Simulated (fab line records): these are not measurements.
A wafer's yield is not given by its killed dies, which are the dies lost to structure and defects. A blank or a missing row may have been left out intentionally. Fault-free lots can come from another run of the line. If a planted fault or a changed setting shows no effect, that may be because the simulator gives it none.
Check for tools in common | flow gf180mcu | 13 lots and 45 wafers in the sample

== THE REASON FOR OPENING IT ==
2 of 13 lots carry a flag on the reading LVPWELL_RS at GF_VT_IMPLANT_RS_MEAS_48. Fault-free wafers read 1197 ohm/sq, with a standard deviation of 3.3.
Rule: a lot is flagged in two cases, either no wafer of it has a number, or all its wafers with numbers fall more than 4 standard deviations from that mean. As for the other lots, they are considered sound.

lot  | measured     | on            | LVPWELL_RS (ohm/sq), wafer by wafer | flag
L465 | day 8 03:30  | film_metro-01 | 1200 1194 1194                      |
L467 | day 8 16:50  | film_metro-04 | 1199 1196 1196                      |
L468 | day 8 21:52  | film_metro-03 | 1193 1197 1190                      |
L469 | day 9 03:41  | film_metro-03 | 1196 1196 1198                      |
L471 | day 9 20:02  | film_metro-04 | 1153 1154 1155 1154 1155 1156       | FLAGGED
L472 | day 10 00:53 | film_metro-01 | 1158 1158 1161 1157 1160 1160       | FLAGGED
L474 | day 10 13:17 | film_metro-03 | 1198 1195 1195                      |
L477 | day 11 11:08 | film_metro-03 | 1205 1202 1200                      |
L478 | day 11 16:56 | film_metro-03 | 1200 1198 1197                      |
L479 | day 12 01:44 | film_metro-04 | 1194 1193 1193                      |
L480 | day 12 09:55 | film_metro-04 | 1194 1198 1201                      |
L483 | day 13 02:08 | film_metro-04 | 1201 1206 1200                      |
L484 | day 13 09:18 | film_metro-03 | 1196 1195 1200                      |
The mean of the flagged lots' numbers is 1157 ohm/sq, -40 ohm/sq from the usual (-12 standard deviations).

== EACH LOT AND THE TOOL IT RAN ON ==
The record keeps 1 process step preceding the reading, out of 602 steps on the route. In each cell: the tool, then ch and the chambers that the sampled wafers went through, then the start.
lot  | flag    | GF_LVPWELL_IMPLANT_09
L465 |         | implanter-02 ch 0, day 4 07:50
L467 |         | implanter-01 ch 0, day 4 20:29
L468 |         | implanter-04 ch 0, day 5 01:16
L469 |         | implanter-04 ch 0, day 5 05:51
L471 | FLAGGED | implanter-04 ch 0, day 5 19:03
L472 | FLAGGED | implanter-04 ch 0, day 5 23:26
L474 |         | implanter-01 ch 0, day 6 10:38
L477 |         | implanter-02 ch 0, day 7 03:08
L478 |         | implanter-01 ch 0, day 7 07:48
L479 |         | implanter-02 ch 0, day 7 14:00
L480 |         | implanter-01 ch 0, day 7 21:25
L483 |         | implanter-02 ch 0, day 8 11:53
L484 |         | implanter-02 ch 0, day 8 17:17
What these steps do:
- GF_LVPWELL_IMPLANT_09
- GF_VT_IMPLANT_RS_MEAS_48: measures by four-point-probe.

== FLAGGED AGAINST TOTAL, ONE TOOL AT A TIME (gauges that did the reading follow at the end) ==
step                     | tool          | lots run | flagged | share of the flagged lots | sound lots run after its first flagged lot
GF_LVPWELL_IMPLANT_09    | implanter-01  | 4        | 0       | none                      | -
GF_LVPWELL_IMPLANT_09    | implanter-02  | 5        | 0       | none                      | -
GF_LVPWELL_IMPLANT_09    | implanter-04  | 4        | 2       | all                       | 0
GF_VT_IMPLANT_RS_MEAS_48 | film_metro-01 | 2        | 1       | some                      | 0
GF_VT_IMPLANT_RS_MEAS_48 | film_metro-03 | 6        | 0       | none                      | -
GF_VT_IMPLANT_RS_MEAS_48 | film_metro-04 | 5        | 1       | some                      | 3 (L479,L480,L483)

== WHAT THE TABLE ALLOWS ==
1 row of the table ran every flagged lot: implanter-04 at GF_LVPWELL_IMPLANT_09.
- implanter-04 at GF_LVPWELL_IMPLANT_09 ran 4 lots, 2 of them flagged. Its last sound lot is L469 (day 5 05:51), its first flagged lot L471 (day 5 19:03): a fault that began between those two fits. Its own readings lie more than 4 standard deviations out on every wafer of the flagged lots: dose_ions_cm2, faraday_current_uA.
implanter-04 at GF_LVPWELL_IMPLANT_09 is the single tool remaining.

== WHAT HAD BEEN PUT IN BY THE SIMULATOR ==
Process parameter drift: implanter-04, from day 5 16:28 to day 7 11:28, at GF_LVPWELL_IMPLANT_09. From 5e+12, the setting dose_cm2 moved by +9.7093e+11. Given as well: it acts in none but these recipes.
Struck lots among those shown: L471, L472. Same finding as the rule above.
